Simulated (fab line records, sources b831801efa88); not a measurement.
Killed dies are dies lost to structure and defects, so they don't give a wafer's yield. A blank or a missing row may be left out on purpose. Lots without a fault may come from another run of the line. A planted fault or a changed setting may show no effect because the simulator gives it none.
Which tool did it? | flow gf180mcu | 11 lots, 33 wafers sampled, at 3 steps of a route of 602

WHAT THE GAUGES READ, wafer by wafer
GF_M1_RS_MEAS_05: measures by four-point-probe.
lot  | measured     | on            | M1_ALCU_RS (ohm/sq)
L699 | day 18 00:34 | film_metro-03 | 0.0697 0.0703 0.0706
L700 | day 18 13:42 | film_metro-04 | 0.0701 0.0700 0.0699
L701 | day 18 20:16 | film_metro-04 | 0.0696 0.0699 0.0695
L702 | day 19 05:47 | film_metro-01 | 0.0703 0.0688 0.0699
L703 | day 19 09:47 | film_metro-04 | 0.0697 0.0692 0.0699
L704 | day 19 23:11 | film_metro-03 | 0.0699 0.0692 0.0705
L707 | day 21 02:46 | film_metro-04 | 0.0701 0.0702 0.0707
L714 | day 23 08:15 | film_metro-04 | 0.0705 0.0694 0.0702
L719 | day 24 18:23 | film_metro-03 | 0.0691 0.0686 0.0683
L720 | day 25 02:32 | film_metro-04 | 0.0698 0.0711 0.0708
L722 | day 25 16:17 | film_metro-01 | 0.0693 0.0697 0.0700

WHICH TOOL RAN EACH LOT (tool, then ch and the chambers of the sampled wafers, then the start)
lot  | GF_STI_ETCH_13                    | GF_STI_STRIP_15
L699 | rie_diel-02 ch 1,2,3, day 2 02:53 | plasma_asher-01 ch 0,1, day 2 03:03
L700 | rie_diel-03 ch 2,3, day 2 09:28   | plasma_asher-02 ch 0,1, day 2 09:39
L701 | rie_diel-02 ch 0,2,3, day 2 13:08 | plasma_asher-04 ch 0, day 2 13:18
L702 | rie_diel-01 ch 0,2,3, day 2 17:56 | plasma_asher-02 ch 0,1, day 2 18:06
L703 | rie_diel-01 ch 0,3, day 2 23:32   | plasma_asher-01 ch 0,1, day 2 23:42
L704 | rie_diel-01 ch 0,1,3, day 3 03:56 | plasma_asher-01 ch 0,1, day 3 04:06
L707 | rie_diel-01 ch 1,3, day 3 19:41   | plasma_asher-02 ch 1, day 3 19:51
L714 | rie_diel-03 ch 2,3, day 5 08:32   | plasma_asher-04 ch 0,1, day 5 08:42
L719 | rie_diel-03 ch 0,1,3, day 6 10:38 | plasma_asher-04 ch 0,1, day 6 10:48
L720 | rie_diel-02 ch 0,1,2, day 6 15:32 | plasma_asher-01 ch 0,1, day 6 15:42
L722 | rie_diel-02 ch 0,2,3, day 7 01:49 | plasma_asher-02 ch 0,1, day 7 02:00
- GF_STI_ETCH_13: etches the open film in CHF3/O2, stops on Si, target depth 282.31 nm, time 112.9 s.
- GF_STI_STRIP_15: strips in O2/N2.

WHAT THE TOOLS THEMSELVES READ (means of the sampled wafers that have a number; where no wafer has one, the mark that the record gives instead)
GF_STI_ETCH_13.
lot  | tool        | chf3_flow_sccm (sccm) | drypump_motor_current_A (A) | oes_product_au (a.u.) | throttle_valve_pct (%)
L699 | rie_diel-02 | 50.10                 | 5.8                         | 0.835                 | 8.810
L700 | rie_diel-03 | 49.89                 | 5.9                         | 0.842                 | 8.812
L701 | rie_diel-02 | 50.08                 | 5.8                         | 0.839                 | 8.816
L702 | rie_diel-01 | 50.00                 | 5.8                         | 0.829                 | 8.817
L703 | rie_diel-01 | 50.04                 | 5.8                         | 0.832                 | 8.811
L704 | rie_diel-01 | 49.94                 | 5.8                         | 0.835                 | 8.816
L707 | rie_diel-01 | 50.21                 | 5.4                         | 0.746                 | 8.781
L714 | rie_diel-03 | 49.98                 | 6.2                         | 0.834                 | 8.805
L719 | rie_diel-03 | 49.90                 | 5.8                         | 0.830                 | 8.809
L720 | rie_diel-02 | 50.01                 | 6.1                         | 0.823                 | 8.798
L722 | rie_diel-02 | 50.01                 | 5.8                         | 0.830                 | 8.819

GF_STI_STRIP_15.
lot  | tool            | drypump_motor_current_A (A) | heater_power_w (W) | oes_product_au (a.u.) | strip_time_to_endpoint_s (s)
L699 | plasma_asher-01 | 5.5                         | 287                | 0.381                 | 3.68
L700 | plasma_asher-02 | 6.0                         | 337                | 0.381                 | 3.70
L701 | plasma_asher-04 | 5.6                         | 379                | 0.386                 | 3.72
L702 | plasma_asher-02 | 6.0                         | 338                | 0.384                 | 3.75
L703 | plasma_asher-01 | 5.2                         | 295                | 0.382                 | 3.75
L704 | plasma_asher-01 | 5.2                         | 291                | 0.385                 | 3.77
L707 | plasma_asher-02 | 6.2                         | 398                | 0.357                 | 3.00
L714 | plasma_asher-04 | 5.7                         | 361                | 0.377                 | 3.71
L719 | plasma_asher-04 | 5.7                         | 335                | 0.383                 | 3.76
L720 | plasma_asher-01 | 5.4                         | 297                | 0.381                 | 3.72
L722 | plasma_asher-02 | 6.0                         | 330                | 0.387                 | 3.67

THE ANSWER, worked out from the rows above alone
Rule: what is usual is taken from the lots themselves. Put in order of their means at a reading, lots are off if they are a third of the lots or fewer, leave a main group of 4 or more, and stand apart from it by a gap of 3 or more times the standard deviation of the main group's means; of several such gaps the widest counts. A main group whose means are all the same, to the digits that the tables above print for the reading, isn't used. A lot without any number at a reading at which 4 lots or more have one is off too. The other lots that the step has rows for count as sound. The gauges are gone through in route order, then the tools' own readings, and for those a lot's mean is taken as printed above. The first step at which some lot is off is used, and at that step the reading that is off furthest; a lot without a number counts as furthest.
Off: L707, at GF_STI_ETCH_13 (oes_product_au). The main group: mean 0.833 a.u., standard deviation 0.0051.
A tool fits if, at that step or a process step before it, it ran every lot that is off, and no sound lot after the first of them. One fits: rie_diel-01 at GF_STI_ETCH_13. Its last sound lot is L704 (day 3 03:56), its first lot that is off L707 (day 3 19:41): a fault that began between those two fits.
The tool's own readings at GF_STI_ETCH_13 bear it out: on the lots that are off they differ by more than 5 times the standard deviation of the sound lots' means. oes_product_au reads 0.746 a.u. there against 0.833 a.u. on the sound lots; throttle_valve_pct reads 8.781 % there against 8.811 % on the sound lots.

WHAT THE SIMULATOR HAD PUT IN
Process parameter drift: rie_diel-01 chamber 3, from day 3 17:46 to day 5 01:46, at GF_STI_ETCH_13. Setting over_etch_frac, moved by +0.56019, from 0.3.
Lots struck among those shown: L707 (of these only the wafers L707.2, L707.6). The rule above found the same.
